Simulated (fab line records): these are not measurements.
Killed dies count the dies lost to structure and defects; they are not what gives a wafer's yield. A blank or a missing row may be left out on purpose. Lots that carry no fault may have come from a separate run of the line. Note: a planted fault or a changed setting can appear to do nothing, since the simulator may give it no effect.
The tool behind it: which one? :: flow gf180mcu :: 14 lots, 42 wafers sampled, at 4 steps of a route of 602

## WHAT EACH GAUGE READ, for each wafer
GF_DNWELL_TW_MEAS_09.
lot: L810
measured: day 2 18:52
on: filmMetro-04
DNWELL_TW: 1384 1374 1384

lot: L812
measured: day 3 06:19
on: filmMetro-03
DNWELL_TW: 1391 1389 1393

lot: L813
measured: day 3 10:11
on: filmMetro-03
DNWELL_TW: 1378 1384 1381

lot: L814
measured: day 3 15:07
on: filmMetro-03
DNWELL_TW: 1382 1380 1387

lot: L815
measured: day 3 22:17
on: filmMetro-02
DNWELL_TW: 1333 1341 1340

lot: L816
measured: day 4 03:28
on: filmMetro-04
DNWELL_TW: 1382 1384 1392

lot: L817
measured: day 4 09:59
on: filmMetro-04
DNWELL_TW: 1390 1378 1389

lot: L818
measured: day 4 17:19
on: filmMetro-02
DNWELL_TW: 1332 1333 1345

lot: L820
measured: day 5 03:37
on: filmMetro-02
DNWELL_TW: 1344 1343 1346

lot: L823
measured: day 5 16:07
on: filmMetro-02
DNWELL_TW: 1345 1332 1344

lot: L824
measured: day 5 20:13
on: filmMetro-02
DNWELL_TW: 1334 1330 1329

lot: L825
measured: day 6 02:05
on: filmMetro-02
DNWELL_TW: 1334 1337 1339

lot: L830
measured: day 7 04:58
on: filmMetro-03
DNWELL_TW: 1373 1378 1377

lot: L831
measured: day 7 11:04
on: filmMetro-04
DNWELL_TW: 1385 1395 1381

GF_VT_IMPLANT_TW_MEAS_21.
lot: L810
measured: day 6 03:19
on: filmMetro-02
VT_IMPLANT_2_TW: 1197 1204 1205

lot: L812
measured: day 6 19:00
on: filmMetro-01
VT_IMPLANT_2_TW: 1221 1226 1219

lot: L813
measured: day 6 23:18
on: filmMetro-03
VT_IMPLANT_2_TW: 1232 1251 1239

lot: L814
measured: day 7 05:09
on: filmMetro-02
VT_IMPLANT_2_TW: 1195 1198 1198

lot: L815
measured: day 7 12:34
on: filmMetro-03
VT_IMPLANT_2_TW: 1233 1231 1235

lot: L816
measured: day 7 20:36
on: filmMetro-02
VT_IMPLANT_2_TW: 1189 1199 1191

lot: L817
measured: day 8 03:22
on: filmMetro-03
VT_IMPLANT_2_TW: 1239 1242 1242

lot: L818
measured: day 8 13:03
on: filmMetro-03
VT_IMPLANT_2_TW: 1237 1242 1239

lot: L820
measured: day 9 00:07
on: filmMetro-02
VT_IMPLANT_2_TW: 1199 1195 1200

lot: L823
measured: day 9 16:34
on: filmMetro-03
VT_IMPLANT_2_TW: 1105 1107 1107

lot: L824
measured: day 9 21:27
on: filmMetro-03
VT_IMPLANT_2_TW: 1245 1235 1239

lot: L825
measured: day 10 03:28
on: filmMetro-03
VT_IMPLANT_2_TW: 1112 1101 1106

lot: L830
measured: day 11 14:10
on: filmMetro-02
VT_IMPLANT_2_TW: 1194 1196 1195

lot: L831
measured: day 11 20:57
on: filmMetro-02
VT_IMPLANT_2_TW: 1196 1201 1193

GF_HV_LDD_TW_MEAS_23.
lot: L810
measured: day 10 14:58
on: filmMetro-01
HV_LDD_2_TW: 1062 1063 1057

lot: L812
measured: day 11 09:19
on: filmMetro-04
HV_LDD_2_TW: 1084 1081 1087

lot: L813
measured: day 11 15:49
on: filmMetro-01
HV_LDD_2_TW: 1060 1065 1065

lot: L814
measured: day 11 21:58
on: filmMetro-03
HV_LDD_2_TW: 1076 1075 1073

lot: L815
measured: day 12 08:56
on: filmMetro-01
HV_LDD_2_TW: 1058 1053 1061

lot: L816
measured: day 12 18:10
on: filmMetro-04
HV_LDD_2_TW: 1079 1073 1076

lot: L817
measured: day 13 00:47
on: filmMetro-03
HV_LDD_2_TW: 1073 1069 1070

lot: L818
measured: day 13 11:04
on: filmMetro-04
HV_LDD_2_TW: 1081 1083 1080

lot: L820
measured: day 14 01:16
on: filmMetro-03
HV_LDD_2_TW: 1076 1075 1075

lot: L823
measured: day 14 21:49
on: filmMetro-03
HV_LDD_2_TW: 1073 1070 1082

lot: L824
measured: day 15 04:19
on: filmMetro-04
HV_LDD_2_TW: 1085 1089 1091

lot: L825
measured: day 15 08:20
on: filmMetro-04
HV_LDD_2_TW: 1089 1093 1085

lot: L830
measured: day 17 04:25
on: filmMetro-04
HV_LDD_2_TW: 1088 1082 1086

lot: L831
measured: day 17 14:04
on: filmMetro-04
HV_LDD_2_TW: 1082 1082 1081

## TOOL THAT RAN EACH LOT (tool first, then ch and the chambers of the sampled wafers, then the start)
lot: L810
GF_VT_IMPLANT_IMPLANT_19: implanter-02 ch 0, day 6 03:04

lot: L812
GF_VT_IMPLANT_IMPLANT_19: implanter-02 ch 0, day 6 18:45

lot: L813
GF_VT_IMPLANT_IMPLANT_19: implanter-02 ch 0, day 6 23:03

lot: L814
GF_VT_IMPLANT_IMPLANT_19: implanter-01 ch 0, day 7 04:54

lot: L815
GF_VT_IMPLANT_IMPLANT_19: implanter-04 ch 0, day 7 12:20

lot: L816
GF_VT_IMPLANT_IMPLANT_19: implanter-01 ch 0, day 7 20:21

lot: L817
GF_VT_IMPLANT_IMPLANT_19: implanter-04 ch 0, day 8 03:08

lot: L818
GF_VT_IMPLANT_IMPLANT_19: implanter-04 ch 0, day 8 12:48

lot: L820
GF_VT_IMPLANT_IMPLANT_19: implanter-02 ch 0, day 8 23:52

lot: L823
GF_VT_IMPLANT_IMPLANT_19: implanter-02 ch 0, day 9 16:19

lot: L824
GF_VT_IMPLANT_IMPLANT_19: implanter-01 ch 0, day 9 21:12

lot: L825
GF_VT_IMPLANT_IMPLANT_19: implanter-02 ch 0, day 10 03:15

lot: L830
GF_VT_IMPLANT_IMPLANT_19: implanter-01 ch 0, day 11 13:55

lot: L831
GF_VT_IMPLANT_IMPLANT_19: implanter-01 ch 0, day 11 20:42
- GF_VT_IMPLANT_IMPLANT_19

## WHAT THE TOOLS THEMSELVES READ (means of the sampled wafers that have a number; where no wafer has one, the mark that the record gives instead)
GF_VT_IMPLANT_IMPLANT_19.
lot: L810
tool: implanter-02
tiltDeg (degrees): 6.964

lot: L812
tool: implanter-02
tiltDeg (degrees): 7.009

lot: L813
tool: implanter-02
tiltDeg (degrees): 6.999

lot: L814
tool: implanter-01
tiltDeg (degrees): 6.988

lot: L815
tool: implanter-04
tiltDeg (degrees): 6.990

lot: L816
tool: implanter-01
tiltDeg (degrees): 6.996

lot: L817
tool: implanter-04
tiltDeg (degrees): 6.986

lot: L818
tool: implanter-04
tiltDeg (degrees): 7.000

lot: L820
tool: implanter-02
tiltDeg (degrees): 6.998

lot: L823
tool: implanter-02
tiltDeg (degrees): -0.031

lot: L824
tool: implanter-01
tiltDeg (degrees): 7.019

lot: L825
tool: implanter-02
tiltDeg (degrees): 0.026

lot: L830
tool: implanter-01
tiltDeg (degrees): 6.991

lot: L831
tool: implanter-01
tiltDeg (degrees): 7.003

## THE ANSWER, worked out from the rows above alone
Rule: the usual values come from the lots themselves. The widest of any qualifying gaps counts: lots, ordered by their means at a reading, are off when they make up no more than a third of the lots, leave a main group of 4 or more, and stand apart from it by 3 or more times the standard deviation of that group's means. The tables above print the reading to a certain number of digits; a main group whose means all agree to those digits is not used. Also off: a lot with no number at a reading for which 4 or more lots have one. The other lots that the step has rows for count as sound. Order of review: gauges by route order, followed by the tools' own readings, for which a lot's mean as printed above is used. At the first step where some lot is off, the reading lying furthest off is the one used; lots without a number count as furthest.
Off: L823, L825, seen at GF_VT_IMPLANT_TW_MEAS_21 (VT_IMPLANT_2_TW). Main group: mean 1216, sd 20.
A tool fits if, at a process step before that reading, it ran every lot that is off, and no sound lot after the first of them. The gauges at GF_VT_IMPLANT_TW_MEAS_21 aren't tried: what is off there is off at GF_VT_IMPLANT_IMPLANT_19 too, on other tools, and a gauge's error can't cause that. One fits: GF_VT_IMPLANT_IMPLANT_19 on implanter-02. A fault onset in the window from L820 (day 8 23:52, its last sound lot) to L823 (day 9 16:19, its first lot off) fits.
The tool's own readings at GF_VT_IMPLANT_IMPLANT_19 bear it out: on the lots that are off they differ by more than 5 times the standard deviation of the sound lots' means. tiltDeg reads -0.003 degrees there against 6.995 degrees on the sound lots.

## WHAT THE SIMULATOR HAD PUT IN
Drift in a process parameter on implanter-02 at GF_VT_IMPLANT_IMPLANT_19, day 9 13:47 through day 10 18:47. From 7, the setting tiltDeg moved by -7. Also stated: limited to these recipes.
Lots struck among those shown: L823, L825. The rule above found the same.
